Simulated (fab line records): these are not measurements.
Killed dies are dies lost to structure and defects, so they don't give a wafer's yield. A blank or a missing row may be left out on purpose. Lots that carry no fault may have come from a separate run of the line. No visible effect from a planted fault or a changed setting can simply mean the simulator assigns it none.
Split-lot experiment || flow sfq_line || 23 wafers read from 5 lots, route of 325 steps

== THE SPLIT ITSELF ==
At SFQ_TRILAYER_M8_DEP_EVAP_197 (material Ti, target thk 20 nm, time 100 s), the setting time_s was moved away from the recipe's 100 s on 7 of the 23 wafers read, by -13.4% to -5.2%. This setting was run at the recipe's value on the other wafers.

Reading taken at the split's own step.

== THE READING ==
Ti_of_TRILAYER_M8_DEP_EVAP_197.thk_nm (the simulator's own value, which no gauge read), in nm, at SFQ_TRILAYER_M8_DEP_EVAP_197 (material Ti, target thk 20 nm, time 100 s). The file does not state a usual value for it. Average 20.14 nm, standard deviation 0.2 nm, over the 16 wafers here run with the recipe.

{"wafer": "L074.1", "tool, chamber at the split": "pvd_sputter-02, -", "time_s as run, s": 100, "against the recipe": "recipe", "Ti_of_TRILAYER_M8_DEP_EVAP_197.thk_nm, nm": 20.23, "against lot-mates on the recipe": "-"}
{"wafer": "L074.2", "tool, chamber at the split": "pvd_sputter-02, -", "time_s as run, s": 100, "against the recipe": "recipe", "Ti_of_TRILAYER_M8_DEP_EVAP_197.thk_nm, nm": 20.3, "against lot-mates on the recipe": "-"}
{"wafer": "L074.6", "tool, chamber at the split": "pvd_sputter-02, -", "time_s as run, s": 100, "against the recipe": "recipe", "Ti_of_TRILAYER_M8_DEP_EVAP_197.thk_nm, nm": 20.16, "against lot-mates on the recipe": "-"}
{"wafer": "L075.1", "tool, chamber at the split": "pvd_sputter-01, -", "time_s as run, s": 100, "against the recipe": "recipe", "Ti_of_TRILAYER_M8_DEP_EVAP_197.thk_nm, nm": 20.01, "against lot-mates on the recipe": "-"}
{"wafer": "L075.2", "tool, chamber at the split": "pvd_sputter-01, -", "time_s as run, s": 94.12, "against the recipe": "-5.9%", "Ti_of_TRILAYER_M8_DEP_EVAP_197.thk_nm, nm": 18.84, "against lot-mates on the recipe": -1.36}
{"wafer": "L075.3", "tool, chamber at the split": "pvd_sputter-01, -", "time_s as run, s": 100, "against the recipe": "recipe", "Ti_of_TRILAYER_M8_DEP_EVAP_197.thk_nm, nm": 20.36, "against lot-mates on the recipe": "-"}
{"wafer": "L075.5", "tool, chamber at the split": "pvd_sputter-01, -", "time_s as run, s": 94.12, "against the recipe": "-5.9%", "Ti_of_TRILAYER_M8_DEP_EVAP_197.thk_nm, nm": 19.04, "against lot-mates on the recipe": -1.16}
{"wafer": "L075.6", "tool, chamber at the split": "pvd_sputter-01, -", "time_s as run, s": 100, "against the recipe": "recipe", "Ti_of_TRILAYER_M8_DEP_EVAP_197.thk_nm, nm": 20.23, "against lot-mates on the recipe": "-"}
{"wafer": "L077.1", "tool, chamber at the split": "pvd_sputter-01, -", "time_s as run, s": 94.77, "against the recipe": "-5.2%", "Ti_of_TRILAYER_M8_DEP_EVAP_197.thk_nm, nm": 19.34, "against lot-mates on the recipe": -0.90}
{"wafer": "L077.2", "tool, chamber at the split": "pvd_sputter-01, -", "time_s as run, s": 94.77, "against the recipe": "-5.2%", "Ti_of_TRILAYER_M8_DEP_EVAP_197.thk_nm, nm": 19.04, "against lot-mates on the recipe": -1.20}
{"wafer": "L077.4", "tool, chamber at the split": "pvd_sputter-01, -", "time_s as run, s": 100, "against the recipe": "recipe", "Ti_of_TRILAYER_M8_DEP_EVAP_197.thk_nm, nm": 19.97, "against lot-mates on the recipe": "-"}
{"wafer": "L077.5", "tool, chamber at the split": "pvd_sputter-01, -", "time_s as run, s": 100, "against the recipe": "recipe", "Ti_of_TRILAYER_M8_DEP_EVAP_197.thk_nm, nm": 20.3, "against lot-mates on the recipe": "-"}
{"wafer": "L077.6", "tool, chamber at the split": "pvd_sputter-01, -", "time_s as run, s": 100, "against the recipe": "recipe", "Ti_of_TRILAYER_M8_DEP_EVAP_197.thk_nm, nm": 20.46, "against lot-mates on the recipe": "-"}
{"wafer": "L078.1", "tool, chamber at the split": "pvd_sputter-02, -", "time_s as run, s": 100, "against the recipe": "recipe", "Ti_of_TRILAYER_M8_DEP_EVAP_197.thk_nm, nm": 19.98, "against lot-mates on the recipe": "-"}
{"wafer": "L078.2", "tool, chamber at the split": "pvd_sputter-02, -", "time_s as run, s": 100, "against the recipe": "recipe", "Ti_of_TRILAYER_M8_DEP_EVAP_197.thk_nm, nm": 20.32, "against lot-mates on the recipe": "-"}
{"wafer": "L078.3", "tool, chamber at the split": "pvd_sputter-02, -", "time_s as run, s": 100, "against the recipe": "recipe", "Ti_of_TRILAYER_M8_DEP_EVAP_197.thk_nm, nm": 20.27, "against lot-mates on the recipe": "-"}
{"wafer": "L078.4", "tool, chamber at the split": "pvd_sputter-02, -", "time_s as run, s": 100, "against the recipe": "recipe", "Ti_of_TRILAYER_M8_DEP_EVAP_197.thk_nm, nm": 20.08, "against lot-mates on the recipe": "-"}
{"wafer": "L078.5", "tool, chamber at the split": "pvd_sputter-02, -", "time_s as run, s": 100, "against the recipe": "recipe", "Ti_of_TRILAYER_M8_DEP_EVAP_197.thk_nm, nm": 19.99, "against lot-mates on the recipe": "-"}
{"wafer": "L080.1", "tool, chamber at the split": "pvd_sputter-01, -", "time_s as run, s": 86.58, "against the recipe": "-13.4%", "Ti_of_TRILAYER_M8_DEP_EVAP_197.thk_nm, nm": 16.73, "against lot-mates on the recipe": -3.02}
{"wafer": "L080.2", "tool, chamber at the split": "pvd_sputter-01, -", "time_s as run, s": 86.58, "against the recipe": "-13.4%", "Ti_of_TRILAYER_M8_DEP_EVAP_197.thk_nm, nm": 16.9, "against lot-mates on the recipe": -2.86}
{"wafer": "L080.4", "tool, chamber at the split": "pvd_sputter-01, -", "time_s as run, s": 100, "against the recipe": "recipe", "Ti_of_TRILAYER_M8_DEP_EVAP_197.thk_nm, nm": 19.77, "against lot-mates on the recipe": "-"}
{"wafer": "L080.5", "tool, chamber at the split": "pvd_sputter-01, -", "time_s as run, s": 100, "against the recipe": "recipe", "Ti_of_TRILAYER_M8_DEP_EVAP_197.thk_nm, nm": 19.74, "against lot-mates on the recipe": "-"}
{"wafer": "L080.6", "tool, chamber at the split": "pvd_sputter-01, -", "time_s as run, s": 86.58, "against the recipe": "-13.4%", "Ti_of_TRILAYER_M8_DEP_EVAP_197.thk_nm, nm": 16.97, "against lot-mates on the recipe": -2.79}

FIT RESULTS
A straight line over all 23 wafers: Ti_of_TRILAYER_M8_DEP_EVAP_197.thk_nm changes by +0.237 nm for each +1% of time_s; r = +0.98; the points scatter about the line by 0.22 nm.
The same after taking each lot's own level away (the mean of its wafers on the recipe; 23 wafers): +0.214 nm for each +1%; r = +0.99; scatter 0.14 nm.
On that fit, the largest move of time_s shifts the reading by 2.9 nm.
Measured against the standard deviation above, the lots' own levels, which go from 19.755 to 20.243 nm, span 2.4 times it.
Thus the slope moves with the lot-to-lot level: the two fits are different.
Check: -2.82 nm against its lot-mates is what the line predicts for one of the wafers moved furthest among these (-13.4%) when that wafer is left out of the fit. It came out at -3.02 nm against them.

== THESE WAFERS: OTHER SPLITS ==
Other splits were also applied to these wafers ahead of the reading. Each is held against what the fit with the lots' levels taken away leaves over:
{"other split on the same wafers": "SFQ_TRILAYER_C5_BARC_OPEN_VIA_ETCH_210 time_s", "wafers away from the commonest value": 3, "r with Ti_of_TRILAYER_M8_DEP_EVAP_197.thk_nm (lot level and that fit taken away)": "+0.27"}
{"other split on the same wafers": "SFQ_TRILAYER_M6_LITHO_EXPOSE_160 dose_mj", "wafers away from the commonest value": 5, "r with Ti_of_TRILAYER_M8_DEP_EVAP_197.thk_nm (lot level and that fit taken away)": -0.08}
{"other split on the same wafers": "SFQ_TRILAYER_I6_VIA_LITHO_COAT_174 spin_rpm", "wafers away from the commonest value": 4, "r with Ti_of_TRILAYER_M8_DEP_EVAP_197.thk_nm (lot level and that fit taken away)": "+0.11"}
{"other split on the same wafers": "SFQ_TRILAYER_I6_VIA_LITHO_PEB_172 peb_temp_c", "wafers away from the commonest value": 10, "r with Ti_of_TRILAYER_M8_DEP_EVAP_197.thk_nm (lot level and that fit taken away)": "+0.17"}
{"other split on the same wafers": "SFQ_TRILAYER_I7_VIA_LITHO_COAT_192 spin_rpm", "wafers away from the commonest value": 7, "r with Ti_of_TRILAYER_M8_DEP_EVAP_197.thk_nm (lot level and that fit taken away)": "+0.08"}
{"other split on the same wafers": "SFQ_TRILAYER_I7_VIA_BARC_OPEN_VIA_ETCH_260 time_s", "wafers away from the commonest value": 4, "r with Ti_of_TRILAYER_M8_DEP_EVAP_197.thk_nm (lot level and that fit taken away)": -0.47}

== THE FILE'S OWN FIT ==
Ti_of_TRILAYER_M8_DEP_EVAP_197.thk_nm changes by +0.214 nm for each +1% of time_s, r = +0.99.
